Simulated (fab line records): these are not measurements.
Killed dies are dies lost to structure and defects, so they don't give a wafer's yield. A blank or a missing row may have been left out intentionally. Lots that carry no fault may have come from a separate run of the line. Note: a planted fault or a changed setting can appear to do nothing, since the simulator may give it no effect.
fab line records + flow sky130
record:
- lots: 11
- wafers: 33
- lastDay: 50
route steps=708 shown VT_ADJUST_NCORE@126 VT_ADJUST_HVTR@142 SONOS_ONO@170 PAD_OPEN@708
lots with no fault: from the same line, run without faults
startH: hours from the record's opening day to when the first of the lot's shown wafers began + waitH: time in hours since the lot's previous step + " same as the row above + L1.1+2: a single row standing in for several wafers + - either no value or no given start + * or withheld: withheld + < > ~ a bound
route shown NAME@n: NAME is a module with steps in the file, n the number in the route of the first one + usual: mean/standard deviation taken from wafers without a fault + same: alike in all rows + chamber/n: place in a boat + sites: readings site by site + _std_site: their standard deviation + _edge_site: outer sites' mean less inner sites' + radiusMm: how far each site lies from the wafer's centre + mask NAME#n: copy n + behind: tool/chamber where the wafer was last shaped + hold: what put the lot on hold/how long, in hours/how the hold closed + device: the n, p or np transistor that did not switch + end of line: at the end of the route, the tests of the same wafers + step lacking rows: just its recipe + killed: the dies lost at the first sort to structure and to defects; this is not the yield of the wafer + map: dies across one wafer; x = killed, . = not, _ = none there
set.NAME: setting as actually run; set.NAME@STEP: the setting as run at that earlier step + model.NAME: the simulator's own value behind a step, which no gauge read
route steps across a sampled set of lots; one table per step, one row per wafer
services: when a tool's chamber went out of use (startH, in hours from the record's first day, below 0 if earlier), for how many hours, and the reason
== steps ==
step: SKY_VT_ADJUST_NCORE_CD_MEAS_07
recipe:
- targetCdNm: 380
usual:
- cdNm: 379.2/2.2
| lot.wafer | tool     | chamber | startH | waitH | cdNm  |
|-----------|----------|---------|--------|-------|-------|
| L313.2    | cdSem-01 | -       | 182.96 | 0.1   | 375.8 |
| L313.5    | "        | -       | "      | "     | 378.0 |
| L313.6    | "        | -       | "      | "     | 376.9 |
| L317.1    | cdSem-01 | -       | 205.64 | 0.1   | 378.0 |
| L317.2    | "        | -       | "      | "     | 378.7 |
| L317.4    | "        | -       | "      | "     | 377.7 |
| L325.1    | cdSem-01 | -       | 267.89 | 0.1   | 380.7 |
| L325.3    | "        | -       | "      | "     | 381.3 |
| L325.4    | "        | -       | "      | "     | 381.2 |
| L326.1    | cdSem-01 | -       | 272.29 | 0.1   | 377.9 |
| L326.3    | "        | -       | "      | "     | 377.6 |
| L326.4    | "        | -       | "      | "     | 377.3 |
| L328.2    | cdSem-01 | -       | 287.71 | 0.1   | 379.9 |
| L328.3    | "        | -       | "      | "     | 378.3 |
| L328.4    | "        | -       | "      | "     | 377.9 |
| L329.2    | cdSem-02 | -       | 292.73 | 0.1   | 377.8 |
| L329.3    | "        | -       | "      | "     | 377.2 |
| L329.4    | "        | -       | "      | "     | 377.8 |
| L330.4    | cdSem-01 | -       | 303.33 | 0.1   | 380.2 |
| L330.5    | "        | -       | "      | "     | 380.0 |
| L330.6    | "        | -       | "      | "     | 379.0 |
| L331.3    | cdSem-01 | -       | 308.38 | 0.1   | 380.9 |
| L331.4    | "        | -       | "      | "     | 382.4 |
| L331.6    | "        | -       | "      | "     | 381.3 |
| L334.2    | cdSem-01 | -       | 333.63 | 0.1   | 380.1 |
| L334.3    | "        | -       | "      | "     | 378.8 |
| L334.6    | "        | -       | "      | "     | 378.9 |
| L335.4    | cdSem-01 | -       | 338.57 | 0.1   | 375.6 |
| L335.5    | "        | -       | "      | "     | 379.3 |
| L335.6    | "        | -       | "      | "     | 378.5 |
| L336.1    | cdSem-02 | -       | 347.74 | 0.1   | 380.1 |
| L336.3    | "        | -       | "      | "     | 382.8 |
| L336.4    | "        | -       | "      | "     | 381.4 |
step: SKY_VT_ADJUST_HVTR_TW_MEAS_11
usual:
- VT_ADJUST_HVTR_TW: 211.6/1.4
| lot.wafer | tool         | chamber | startH | waitH | VT_ADJUST_HVTR_TW |
|-----------|--------------|---------|--------|-------|-------------------|
| L313.2    | filmMetro-03 | -       | 205.11 | 0.1   | 210.3             |
| L313.5    | "            | -       | "      | "     | 210.7             |
| L313.6    | "            | -       | "      | "     | 210.3             |
| L317.1    | filmMetro-04 | -       | 229.16 | 0.1   | 213.5             |
| L317.2    | "            | -       | "      | "     | 214.3             |
| L317.4    | "            | -       | "      | "     | 213.4             |
| L325.1    | filmMetro-04 | -       | 293.10 | 0.1   | 213.2             |
| L325.3    | "            | -       | "      | "     | 212.2             |
| L325.4    | "            | -       | "      | "     | 213.2             |
| L326.1    | filmMetro-04 | -       | 298.32 | 0.1   | 211.8             |
| L326.3    | "            | -       | "      | "     | 211.5             |
| L326.4    | "            | -       | "      | "     | 212.7             |
| L328.2    | filmMetro-04 | -       | 314.12 | 0.1   | 212.4             |
| L328.3    | "            | -       | "      | "     | 213.1             |
| L328.4    | "            | -       | "      | "     | 213.0             |
| L329.2    | filmMetro-03 | -       | 318.12 | 0.1   | 210.8             |
| L329.3    | "            | -       | "      | "     | 211.1             |
| L329.4    | "            | -       | "      | "     | 209.5             |
| L330.4    | filmMetro-03 | -       | 329.83 | 0.1   | 211.0             |
| L330.5    | "            | -       | "      | "     | 209.9             |
| L330.6    | "            | -       | "      | "     | 210.0             |
| L331.3    | filmMetro-03 | -       | 334.93 | 0.1   | 210.7             |
| L331.4    | "            | -       | "      | "     | 211.4             |
| L331.6    | "            | -       | "      | "     | 210.2             |
| L334.2    | filmMetro-03 | -       | 361.06 | 0.1   | 210.0             |
| L334.3    | "            | -       | "      | "     | 210.8             |
| L334.6    | "            | -       | "      | "     | 210.0             |
| L335.4    | filmMetro-04 | -       | 365.88 | 0.1   | 213.6             |
| L335.5    | "            | -       | "      | "     | 212.9             |
| L335.6    | "            | -       | "      | "     | 213.4             |
| L336.1    | filmMetro-03 | -       | 375.21 | 0.1   | 210.8             |
| L336.3    | "            | -       | "      | "     | 210.4             |
| L336.4    | "            | -       | "      | "     | 210.4             |
step: SKY_SONOS_ONO_CVD_02
recipe:
- material: Si3N4
- precursor: DCS/NH3
- targetThkNm: 10.5
- tempC: 770
- timeS: 180
- pressureMtorr: 250
usual:
- spikeTcBottomC: 785.9/1.6
- spikeTcCentreC: 769.6/1.1
- spikeTcLowerC: 770.7/1.1
- spikeTcTopC: 782.9/2.1
- spikeTcUpperC: 769.6/1.3
- susceptorTempC: 770.0/0.35
- zonePowerBottomPct: 22.1/1.2
same:
- timeS: 180
| lot.wafer | tool     | chamber | startH | waitH | spikeTcBottomC | spikeTcCentreC | spikeTcLowerC | spikeTcTopC | spikeTcUpperC | susceptorTempC | zonePowerBottomPct |
|-----------|----------|---------|--------|-------|----------------|----------------|---------------|-------------|---------------|----------------|--------------------|
| L313.2    | lpcvd-02 | 0       | 257.40 | 0.0   | 784.4          | 769.6          | 770.8         | 781.2       | 769.6         | 769.6          | 20.7               |
| L313.5    | "        | 0       | "      | "     | 784.9          | 768.4          | 770.5         | 781.4       | 768.7         | 770.4          | 20.7               |
| L313.6    | "        | 0       | "      | "     | 782.9          | 768.5          | 770.6         | 780.3       | 768.5         | 769.9          | 20.9               |
| L317.1    | lpcvd-02 | 1       | 279.63 | 0.9   | 811.8          | 794.4          | 796.6         | 809.5       | 797.3         | 795.8          | 24.6               |
| L317.2    | "        | 1       | "      | "     | 812.8          | 797.0          | 796.1         | 810.1       | 796.9         | 795.3          | 25.1               |
| L317.4    | "        | 1       | "      | "     | 811.9          | 794.4          | 797.8         | 811.8       | 796.6         | 794.9          | 24.2               |
| L325.1    | lpcvd-02 | 0       | 351.43 | 0.1   | 784.7          | 769.0          | 770.6         | 779.7       | 768.5         | 769.9          | 20.6               |
| L325.3    | "        | 0       | "      | "     | 784.5          | 771.8          | 771.6         | 780.0       | 765.9         | 769.7          | 21.0               |
| L325.4    | "        | 0       | "      | "     | 784.3          | 769.2          | 771.4         | 780.2       | 768.5         | 770.1          | 20.6               |
| L326.1    | lpcvd-02 | 0       | 384.99 | 28.6  | 784.5          | 769.2          | 769.5         | 779.6       | 769.1         | 769.7          | 20.5               |
| L326.3    | "        | 0       | "      | "     | 785.0          | 768.7          | 770.7         | 780.5       | 769.1         | 770.4          | 20.8               |
| L326.4    | "        | 0       | "      | "     | 785.2          | 770.6          | 771.0         | 782.2       | 769.0         | 770.0          | 20.8               |
| L328.2    | lpcvd-02 | 1       | 384.99 | 15.7  | 786.9          | 770.6          | 770.3         | 784.8       | 769.9         | 770.3          | 23.2               |
| L328.3    | "        | 1       | "      | "     | 787.4          | 771.0          | 770.9         | 784.9       | 770.4         | 770.3          | 23.0               |
| L328.4    | "        | 1       | "      | "     | 787.0          | 769.0          | 771.5         | 784.1       | 770.0         | 770.0          | 23.3               |
| L329.2    | lpcvd-02 | 0       | 384.99 | 10.5  | 784.9          | 769.8          | 770.4         | 780.1       | 770.0         | 769.9          | 21.0               |
| L329.3    | "        | 0       | "      | "     | 784.3          | 770.1          | 771.2         | 780.6       | 767.9         | 769.8          | 21.1               |
| L329.4    | "        | 0       | "      | "     | 786.1          | 771.2          | 769.3         | 781.1       | 770.2         | 770.1          | 20.9               |
| L330.4    | lpcvd-02 | 1       | 390.39 | 3.5   | 786.5          | 770.8          | 770.4         | 785.4       | 770.3         | 770.0          | 23.3               |
| L330.5    | "        | 1       | "      | "     | 787.0          | 768.5          | 771.9         | 785.3       | 770.4         | 769.9          | 23.3               |
| L330.6    | "        | 1       | "      | "     | 787.2          | 769.5          | 769.7         | 784.8       | 769.1         | 769.9          | 23.2               |
| L331.3    | lpcvd-02 | 1       | 390.39 | 0.7   | 788.3          | 768.6          | 771.9         | 784.3       | 769.4         | 770.0          | 23.1               |
| L331.4    | "        | 1       | "      | "     | 787.5          | 769.0          | 769.3         | 785.8       | 769.4         | 769.5          | 23.7               |
| L331.6    | "        | 1       | "      | "     | 789.1          | 769.9          | 770.6         | 784.2       | 770.2         | 769.4          | 23.1               |
| L334.2    | lpcvd-02 | 1       | 419.67 | 0.0   | 786.8          | 769.6          | 770.8         | 783.2       | 769.8         | 770.1          | 23.5               |
| L334.3    | "        | 1       | "      | "     | 786.1          | 767.9          | 771.6         | 784.5       | 770.2         | 770.6          | 23.0               |
| L334.6    | "        | 1       | "      | "     | 788.4          | 769.5          | 768.5         | 785.0       | 770.0         | 770.1          | 22.9               |
| L335.4    | lpcvd-02 | 0       | 425.62 | 1.2   | 784.6          | 770.3          | 771.4         | 780.9       | 767.5         | 770.5          | 21.0               |
| L335.5    | "        | 0       | "      | "     | 784.3          | 769.8          | 770.3         | 782.3       | 768.1         | 769.8          | 20.8               |
| L335.6    | "        | 0       | "      | "     | 784.3          | 770.9          | 770.8         | 781.4       | 770.5         | 770.3          | 20.7               |
| L336.1    | lpcvd-02 | 0       | 434.03 | 0.1   | 784.7          | 770.0          | 768.6         | 780.0       | 769.5         | 769.7          | 20.8               |
| L336.3    | "        | 0       | "      | "     | 787.1          | 769.0          | 771.7         | 780.8       | 768.4         | 769.1          | 21.0               |
| L336.4    | "        | 0       | "      | "     | 785.8          | 770.7          | 771.2         | 779.7       | 770.2         | 769.4          | 20.7               |
step: SKY_SONOS_ONO_THK_MEAS_03
recipe:
- reads: Si3N4_of_SONOS_ONO_CVD_02
usual:
- SONOS_ONO_CVD_02_THK: 10.54/0.12
| lot.wafer | tool         | chamber | startH | waitH | SONOS_ONO_CVD_02_THK[nm] |
|-----------|--------------|---------|--------|-------|--------------------------|
| L313.2    | filmMetro-01 | -       | 258.46 | 0.0   | 10.71                    |
| L313.5    | "            | -       | "      | "     | 10.62                    |
| L313.6    | "            | -       | "      | "     | 10.63                    |
| L317.1    | filmMetro-04 | -       | 280.68 | 0.0   | 17.02                    |
| L317.2    | "            | -       | "      | "     | 16.91                    |
| L317.4    | "            | -       | "      | "     | 16.93                    |
| L325.1    | filmMetro-04 | -       | 352.48 | 0.0   | 10.59                    |
| L325.3    | "            | -       | "      | "     | 10.49                    |
| L325.4    | "            | -       | "      | "     | 10.43                    |
| L326.1    | filmMetro-02 | -       | 386.04 | 0.0   | 10.39                    |
| L326.3    | "            | -       | "      | "     | 10.26                    |
| L326.4    | "            | -       | "      | "     | 10.46                    |
| L328.2    | filmMetro-04 | -       | 386.05 | 0.0   | 10.33                    |
| L328.3    | "            | -       | "      | "     | 10.48                    |
| L328.4    | "            | -       | "      | "     | 10.37                    |
| L329.2    | filmMetro-02 | -       | 386.11 | 0.1   | 10.44                    |
| L329.3    | "            | -       | "      | "     | 10.59                    |
| L329.4    | "            | -       | "      | "     | 10.54                    |
| L331.3    | filmMetro-01 | -       | 391.46 | 0.0   | 10.77                    |
| L331.4    | "            | -       | "      | "     | 10.58                    |
| L331.6    | "            | -       | "      | "     | 10.77                    |
| L330.4    | filmMetro-04 | -       | 391.47 | 0.0   | 10.32                    |
| L330.5    | "            | -       | "      | "     | 10.33                    |
| L330.6    | "            | -       | "      | "     | 10.36                    |
| L334.2    | filmMetro-01 | -       | 420.73 | 0.0   | 10.68                    |
| L334.3    | "            | -       | "      | "     | 10.53                    |
| L334.6    | "            | -       | "      | "     | 10.65                    |
| L335.4    | filmMetro-01 | -       | 426.70 | 0.0   | 10.43                    |
| L335.5    | "            | -       | "      | "     | 10.42                    |
| L335.6    | "            | -       | "      | "     | 10.37                    |
| L336.1    | filmMetro-04 | -       | 435.08 | 0.0   | 10.46                    |
| L336.3    | "            | -       | "      | "     | 10.52                    |
| L336.4    | "            | -       | "      | "     | 10.36                    |
step: SKY_SONOS_ONO_STRIP_17
recipe:
- chemistry: O2/N2
- powerW: 1400
- pressureMtorr: 1500
- platenTempC: withheld
- o2FlowSccm: 3000
- n2FlowSccm: 300
- overashFraction: 0.5
usual:
- drypumpMotorCurrentA: 5.72/0.23
- oesProductAu: 0.710/0.0048
- stripTimeToEndpointS: 14.10/0.043
| lot.wafer | tool           | chamber | startH | waitH | drypumpMotorCurrentA | oesProductAu | rfHoursCounterH | stripTimeToEndpointS |
|-----------|----------------|---------|--------|-------|----------------------|--------------|-----------------|----------------------|
| L313.2    | plasmaAsher-04 | 1       | 283.76 | 0.0   | 5.58                 | 0.700        | 61              | 14.12                |
| L313.5    | "              | 0       | "      | "     | 5.72                 | 0.715        | -               | 14.14                |
| L313.6    | "              | 1       | "      | "     | 5.60                 | 0.703        | -               | 14.14                |
| L317.1    | plasmaAsher-03 | 0       | 308.31 | 0.0   | 5.81                 | 0.714        | 18              | 14.14                |
| L317.2    | "              | 1       | "      | "     | 5.41                 | 0.704        | 18              | 14.13                |
| L317.4    | "              | 0       | "      | "     | 5.85                 | 0.707        | -               | 14.16                |
| L325.1    | plasmaAsher-04 | 1       | 379.82 | 0.0   | 5.57                 | 0.717        | 71              | 14.09                |
| L325.3    | "              | 1       | "      | "     | 5.55                 | 0.713        | -               | 14.15                |
| L325.4    | "              | 0       | "      | "     | 5.71                 | 0.714        | -               | 14.13                |
| L328.2    | plasmaAsher-02 | 1       | 415.83 | 0.0   | 6.13                 | 0.706        | 71              | 14.17                |
| L328.3    | "              | 1       | "      | "     | 6.15                 | 0.710        | -               | 14.18                |
| L328.4    | "              | 0       | "      | "     | 5.66                 | 0.712        | -               | 14.13                |
| L326.1    | plasmaAsher-03 | 1       | 415.89 | 0.0   | 5.43                 | 0.702        | 30              | 14.06                |
| L326.3    | "              | 1       | "      | "     | 5.42                 | 0.717        | -               | 14.07                |
| L326.4    | "              | 0       | "      | "     | 5.81                 | 0.708        | -               | 14.04                |
| L329.2    | plasmaAsher-02 | 1       | 418.77 | 0.0   | 6.13                 | 0.705        | 71              | 14.10                |
| L329.3    | "              | 1       | "      | "     | 6.14                 | 0.718        | -               | 14.10                |
| L329.4    | "              | 0       | "      | "     | 5.68                 | 0.715        | -               | 14.08                |
| L330.4    | plasmaAsher-04 | 0       | 423.45 | 0.0   | 5.73                 | 0.716        | -               | 14.09                |
| L330.5    | "              | 1       | "      | "     | 5.60                 | 0.715        | -               | 14.11                |
| L330.6    | "              | 0       | "      | "     | 5.73                 | 0.709        | -               | 14.13                |
| L331.3    | plasmaAsher-03 | 0       | 423.74 | 0.0   | 5.79                 | 0.705        | -               | 14.07                |
| L331.4    | "              | 1       | "      | "     | 5.43                 | 0.710        | -               | 14.08                |
| L331.6    | "              | 0       | "      | "     | 5.79                 | 0.714        | -               | 14.03                |
| L334.2    | plasmaAsher-02 | 1       | 453.07 | 0.0   | 6.16                 | 0.711        | 2               | 14.05                |
| L334.3    | "              | 1       | "      | "     | 6.12                 | 0.705        | -               | 14.00                |
| L334.6    | "              | 0       | "      | "     | 5.67                 | 0.713        | -               | 14.08                |
| L335.4    | plasmaAsher-02 | 0       | 458.95 | 0.0   | 5.67                 | 0.717        | -               | 14.09                |
| L335.5    | "              | 0       | "      | "     | 5.65                 | 0.711        | -               | 14.10                |
| L335.6    | "              | 1       | "      | "     | 6.12                 | 0.706        | -               | 14.12                |
| L336.1    | plasmaAsher-03 | 1       | 466.07 | 0.0   | 5.44                 | 0.708        | 36              | 14.11                |
| L336.3    | "              | 0       | "      | "     | 5.78                 | 0.710        | -               | 14.11                |
| L336.4    | "              | 1       | "      | "     | 5.44                 | 0.716        | -               | 14.09                |
step: SKY_PAD_OPEN_PROBE_99
usual:
- killed_at_M0_to_M3: 43/7.7
- killed_at_M4_up: 3.0/1.7
- killedAtContacts: 24/5.2
- killedAtFrontEnd: 15/4.5
- killedAtOther: 0.3/0.5
- killedDies: 85/9.5
- killedOpen: 47/6.6
- killedShort: 38/6.6
same:
- grossDies: 492
- killedAtBackSide: 0
| lot.wafer | tool      | chamber | startH  | waitH | killed_at_M0_to_M3 | killed_at_M4_up | killedAtContacts | killedAtFrontEnd | killedAtOther | killedDies | killedOpen | killedShort |
|-----------|-----------|---------|---------|-------|--------------------|-----------------|------------------|------------------|---------------|------------|------------|-------------|
| L313.2    | prober-01 | -       | 1070.53 | 0.1   | 34                 | 2               | 28               | 13               | 0             | 77         | 48         | 29          |
| L313.5    | prober-01 | -       | 1070.68 | 0.2   | 39                 | 4               | 24               | 12               | 0             | 79         | 43         | 36          |
| L313.6    | prober-01 | -       | 1070.73 | 0.2   | 42                 | 2               | 29               | 22               | 0             | 95         | 55         | 40          |
| L325.1    | prober-02 | -       | 1144.58 | 0.1   | 38                 | 3               | 20               | 19               | 0             | 80         | 41         | 39          |
| L325.3    | prober-02 | -       | 1144.68 | 0.2   | 24                 | 4               | 18               | 26               | 0             | 72         | 31         | 41          |
| L325.4    | prober-02 | -       | 1144.73 | 0.2   | 42                 | 5               | 25               | 10               | 2             | 84         | 48         | 36          |
| L326.1    | prober-02 | -       | 1172.03 | 0.1   | 48                 | 4               | 19               | 13               | 0             | 84         | 54         | 30          |
| L326.3    | prober-02 | -       | 1172.13 | 0.2   | 51                 | 1               | 19               | 18               | 0             | 89         | 44         | 45          |
| L326.4    | prober-02 | -       | 1172.18 | 0.2   | 46                 | 2               | 22               | 16               | 0             | 86         | 45         | 41          |
| L331.3    | prober-02 | -       | 1176.39 | 0.2   | 33                 | 4               | 32               | 24               | 0             | 93         | 47         | 46          |
| L331.4    | prober-02 | -       | 1176.44 | 0.2   | 41                 | 2               | 17               | 24               | 0             | 84         | 52         | 32          |
| L331.6    | prober-02 | -       | 1176.54 | 0.2   | 34                 | 1               | 22               | 18               | 1             | 76         | 45         | 31          |
| L334.2    | prober-02 | -       | 1188.26 | 0.1   | 42                 | 3               | 16               | 15               | 2             | 78         | 44         | 34          |
| L334.3    | prober-02 | -       | 1188.31 | 0.2   | 54                 | 3               | 28               | 15               | 0             | 100        | 61         | 39          |
| L334.6    | prober-02 | -       | 1188.46 | 0.2   | 51                 | 2               | 26               | 14               | 0             | 93         | 49         | 44          |
| L336.1    | prober-02 | -       | 1194.54 | 0.1   | 51                 | 4               | 18               | 13               | 0             | 86         | 50         | 36          |
| L336.3    | prober-02 | -       | 1194.64 | 0.2   | 39                 | 2               | 22               | 26               | 0             | 89         | 37         | 52          |
| L336.4    | prober-02 | -       | 1194.69 | 0.2   | 46                 | 3               | 19               | 20               | 1             | 89         | 52         | 37          |
killed by level:class
L313.2 CONTACT:geometricParticle:open=12 LI_CONTACT:geometricParticle:open=8 VIA2:geometricParticle:open=8 VIA1:geometricParticle:open=6 FIELD_ISO:geometricParticle:short=5 METAL2:geometricParticle:short=4 VIA3:geometricParticle:open=4 LOCAL_INTERCONNECT:geometricParticle:short=3
L313.5 VIA1:geometricParticle:open=11 VIA2:geometricParticle:open=7 LI_CONTACT:geometricParticle:open=6 POLY_GATE:geometricParticle:short=5 VIA3:geometricParticle:open=5 CONTACT:geometricParticle:short=5 METAL1:geometricParticle:short=5 LI_CONTACT:geometricParticle:short=4
L313.6 CONTACT:geometricParticle:open=15 VIA3:geometricParticle:open=10 LI_CONTACT:geometricParticle:open=7 METAL1:geometricParticle:short=7 FIELD_ISO:geometricParticle:short=6 VIA2:geometricParticle:open=6 VIA1:geometricParticle:open=5 LOCAL_INTERCONNECT:geometricParticle:short=4
L325.1 CONTACT:geometricParticle:open=8 METAL1:geometricParticle:short=7 VIA1:geometricParticle:open=6 CONTACT:geometricParticle:short=5 VIA2:geometricParticle:open=5 POLY_GATE:geometricParticle:open=4 POLY_GATE:geometricParticle:short=4 LI_CONTACT:geometricParticle:open=4
L325.3 POLY_GATE:geometricParticle:short=7 CONTACT:geometricParticle:open=7 FIELD_ISO:geometricParticle:open=6 FIELD_ISO:geometricParticle:short=6 METAL1:geometricParticle:short=5 METAL4:geometricParticle:short=4 VIA1:geometricParticle:short=4 VIA1:geometricParticle:open=3
L325.4 VIA1:geometricParticle:open=11 CONTACT:geometricParticle:open=11 VIA3:geometricParticle:open=7 VIA2:geometricParticle:open=6 LI_CONTACT:geometricParticle:open=5 CONTACT:geometricParticle:short=5 METAL4:geometricParticle:short=5 METAL1:geometricParticle:short=5
L326.1 VIA1:geometricParticle:open=17 VIA3:geometricParticle:open=8 CONTACT:geometricParticle:open=6 VIA2:geometricParticle:open=6 POLY_GATE:geometricParticle:open=5 LI_CONTACT:geometricParticle:open=5 POLY_GATE:geometricParticle:short=4 METAL1:geometricParticle:short=4
L326.3 VIA1:geometricParticle:open=10 VIA1:geometricParticle:short=10 METAL1:geometricParticle:short=8 LI_CONTACT:geometricParticle:open=6 POLY_GATE:geometricParticle:open=5 CONTACT:geometricParticle:short=5 VIA2:geometricParticle:open=5 CONTACT:geometricParticle:open=4
L326.4 VIA1:geometricParticle:open=10 CONTACT:geometricParticle:open=8 POLY_GATE:geometricParticle:open=6 VIA2:geometricParticle:short=5 CONTACT:geometricParticle:short=5 LI_CONTACT:geometricParticle:open=5 METAL1:geometricParticle:short=5 VIA2:geometricParticle:open=5
L331.3 FIELD_ISO:geometricParticle:short=10 VIA3:geometricParticle:open=9 LI_CONTACT:geometricParticle:open=7 CONTACT:geometricParticle:short=7 METAL2:geometricParticle:short=7 LOCAL_INTERCONNECT:geometricParticle:open=6 CONTACT:geometricParticle:open=6 VIA1:geometricParticle:open=6
L331.4 VIA1:geometricParticle:open=13 VIA2:geometricParticle:open=10 FIELD_ISO:geometricParticle:open=7 LI_CONTACT:geometricParticle:open=7 VIA2:geometricParticle:short=7 CONTACT:geometricParticle:open=7 FIELD_ISO:geometricParticle:short=6 POLY_GATE:geometricParticle:open=5
L331.6 VIA1:geometricParticle:open=8 CONTACT:geometricParticle:open=7 FIELD_ISO:geometricParticle:short=6 LI_CONTACT:geometricParticle:open=6 FIELD_ISO:geometricParticle:open=5 LOCAL_INTERCONNECT:geometricParticle:short=5 METAL2:geometricParticle:short=4 VIA3:geometricParticle:open=4
L334.2 VIA1:geometricParticle:open=12 CONTACT:geometricParticle:open=7 METAL1:geometricParticle:short=7 FIELD_ISO:geometricParticle:short=6 VIA2:geometricParticle:open=6 FIELD_ISO:geometricParticle:open=5 METAL3:geometricParticle:short=5 CONTACT:geometricParticle:short=4
L334.3 VIA1:geometricParticle:open=17 CONTACT:geometricParticle:open=12 METAL2:geometricParticle:short=7 CONTACT:geometricParticle:short=6 VIA2:geometricParticle:open=6 VIA3:geometricParticle:short=6 LOCAL_INTERCONNECT:geometricParticle:short=4 POLY_GATE:geometricParticle:open=4
L334.6 LI_CONTACT:geometricParticle:open=12 VIA1:geometricParticle:open=10 VIA1:geometricParticle:short=9 CONTACT:geometricParticle:open=8 METAL1:geometricParticle:short=8 FIELD_ISO:geometricParticle:short=7 VIA3:geometricParticle:open=7 VIA2:geometricParticle:open=5
L336.1 VIA1:geometricParticle:open=14 LI_CONTACT:geometricParticle:open=8 VIA3:geometricParticle:open=7 METAL2:geometricParticle:short=6 METAL1:geometricParticle:short=6 VIA1:geometricParticle:short=5 FIELD_ISO:geometricParticle:short=4 POLY_GATE:geometricParticle:open=4
L336.3 METAL2:geometricParticle:short=9 METAL1:geometricParticle:short=8 FIELD_ISO:geometricParticle:short=7 POLY_GATE:geometricParticle:open=6 CONTACT:geometricParticle:open=6 VIA1:geometricParticle:short=5 VIA1:geometricParticle:open=5 LI_CONTACT:geometricParticle:short=4
L336.4 VIA1:geometricParticle:open=11 CONTACT:geometricParticle:open=9 VIA2:geometricParticle:open=8 POLY_GATE:geometricParticle:open=6 SPACER:geometricParticle:short=6 LI_CONTACT:geometricParticle:open=6 METAL1:geometricParticle:short=5 METAL2:geometricParticle:short=5
== services ==
| tool           | chamber | startH | hours | kind      |
|----------------|---------|--------|-------|-----------|
| plasmaAsher-04 | -       | 252.40 | 4.3   | pm        |
| plasmaAsher-02 | -       | 307.25 | 4.2   | repair    |
| lpcvd-02       | -       | 356.89 | 28.1  | pm        |
| plasmaAsher-03 | -       | 357.38 | 2.8   | pm        |
| plasmaAsher-02 | -       | 377.40 | 18.8  | pm        |
| plasmaAsher-03 | -       | 411.14 | 1.2   | repair    |
| plasmaAsher-02 | -       | 412.60 | 1.0   | repair    |
| plasmaAsher-04 | -       | 416.76 | 3.5   | repair    |
| plasmaAsher-02 | -       | 421.30 | 9.0   | pm        |
| plasmaAsher-02 | 0       | 421.30 | 9.0   | ventCycle |
| plasmaAsher-02 | 1       | 421.30 | 9.0   | ventCycle |
| plasmaAsher-02 | 0       | 430.30 | -     | clean     |
| plasmaAsher-02 | 1       | 430.30 | -     | clean     |
== key ==
firstSign:
- step: SKY_SONOS_ONO_CVD_02
- reading: susceptorTempC
- direction: up
- sigmas: 71
- usual: *
- struck: *
effect:
- step: SKY_SONOS_ONO_CVD_02
- reading: spikeTcLowerC
- direction: up
- sigmas: 25
- usual: 770.7
- struck: 796.8
effect:
- step: SKY_SONOS_ONO_THK_MEAS_03
- reading: SONOS_ONO_CVD_02_THK
- direction: up
- sigmas: 54
- usual: 10.54
- struck: 16.95
metAt SKY_SONOS_ONO_CVD_02
struckLots L317
struckWafers L317.1,L317.2,L317.4
testerLeftOut L317
notActingAt SKY_VT_ADJUST_NCORE_CD_MEAS_07,SKY_VT_ADJUST_HVTR_TW_MEAS_11,SKY_SONOS_ONO_STRIP_17
fault:
- kind: processParameterDrift
- tool: lpcvd-02
- chamber: 1
- onsetH: 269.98
- steps: SKY_SONOS_ONO_CVD_02
- channel: tempC
- offset: *
- shape: step
- endH: 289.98
- actsIn: *
- stated: *
testerLeftOut: of these lots the tester's yield and bins aren't shown, on N5 and GAA mostly nor the transistor test; their killed dies are dies lost to structure and defects alone, not to doping, threshold or leakage, so they don't give the yield
